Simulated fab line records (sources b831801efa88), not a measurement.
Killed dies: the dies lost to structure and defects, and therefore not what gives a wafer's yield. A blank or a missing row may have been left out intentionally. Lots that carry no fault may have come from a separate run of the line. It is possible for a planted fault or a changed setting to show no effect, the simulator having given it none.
Comparing a struck lot with a sound one -- flow gf180mcu -- 16 out of 602 route steps
Sound: wafers L160.1, L160.4, L160.6. Struck: wafers L163.2, L163.4, L163.5. At the end, the cause is stated.
At each step with rows: each side's tool, then ch and its chambers, then its first start. Under that, the readings that differ: sound wafers -- struck wafers -- difference of the means -- sigmas: that difference in standard deviations of wafers without a fault.
alike: readings whose means differ by less than 2 such deviations, and words and numbers that are the same on both sides. not compared: withheld readings, readings that some wafer has no value for, bounds like >300 that may hide the same value, and numbers for which the record gives no deviation and whose values overlap.
A row with sigmas, a row that says differs or no value, or rows on one side alone: a step with any of these is where the two part. Numbers that don't overlap but have no deviation are shown without sigmas and don't part them. A reading that every wafer of one side lacks parts them only if that side has two wafers or more.

GF_M4_SPUTTER_04: material TiN, target thk 50 nm, time 41.7 s.
  struck on pvd-sputter-01, day 26 14:29; sound on pvd-sputter-01, day 25 07:23
  alike: throttle-valve-pct
GF_M4_RS_MEAS_05: a four-point-probe measurement.
  struck on film-metro-02, day 26 14:33; sound on film-metro-02, day 25 07:26
  alike: M4_ALCU_RS
GF_M4_THK_MEAS_06: measures by xrf.
  struck on film-metro-02, day 26 14:40; sound on film-metro-02, day 25 07:33
  alike: M4_ALCU_THK
then, 7 steps without rows for these wafers: GF_M4_DEHYDRATE_07 (time 60 s); GF_M4_HMDS_08 (prime time 60 s); GF_M4_COAT_09 (resist thk 1000 nm); GF_M4_SOFTBAKE_10 (time 60 s); GF_M4_EXPOSE_11 (exposes mask Metal4, target cd 280 nm); GF_M4_PEB_12 (peb time 90 s); GF_M4_DEVELOP_13 (develop time 60 s).
GF_M4_CD_MEAS_14: the cd target is 280 nm.
  struck on cd-sem-01, day 27 10:36; sound on cd-sem-01, day 26 04:43
  alike: cd-nm
GF_M4_OVL_MEAS_15:
  struck on overlay-01, day 27 10:42; sound on overlay-01, day 26 04:50
  alike: M4_OVL
GF_M4_METAL_ETCH_16: etches the open film in Cl2/BCl3, stops on SiO2, target depth 750.8 nm, time 125.1 s.
  sound on rie-metal-03 ch 0, day 26 04:52; struck on rie-metal-03 ch 0, day 27 10:47
reading,sound,struck,difference,sigmas
bias-w (W),140.0 139.7 140.0,213.8 213.8 214.2,+74.0,+99 or more
model.KrF_of_M4_COAT_09.thk-nm (nm),691.2 682.4 691.5,639 638.4 638.1,-50,
  alike: drypump-motor-current-A, oes-product-au, throttle-valve-pct
  not compared: rf-hours-counter-h
GF_M4_STRIP_17: strips in O2/N2.
  sound on plasma-asher-02 ch 0,1, day 26 05:00; struck on plasma-asher-02 ch 0,1, day 27 10:59
reading,sound,struck,difference,sigmas
oes-product-au (a.u.),0.544 0.529 0.538,0.522 0.525 0.520,-0.015,-3
strip-time-to-endpoint-s (s),7.45 7.36 7.45,6.93 6.93 6.91,-0.50,-11
  alike: drypump-motor-current-A, heater-power-w
  not compared: rf-hours-counter-h
then, 1 step without rows for these wafers: GF_M4_STRIP_18 (strips in post etch residue remover, time 1200 s).
GF_PASSIVATION_PROBE_99:
  the record has rows for the sound wafers here (prober-01, day 31 09:49) and none for the struck ones

## WHERE THEY PART
Last at GF_PASSIVATION_PROBE_99 as far as this record goes, first at GF_M4_METAL_ETCH_16.

WHY: whatever the simulator had introduced
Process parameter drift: rie-metal-03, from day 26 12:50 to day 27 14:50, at GF_M4_METAL_ETCH_16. Setting bias-w, moved by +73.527, from 140. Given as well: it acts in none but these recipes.
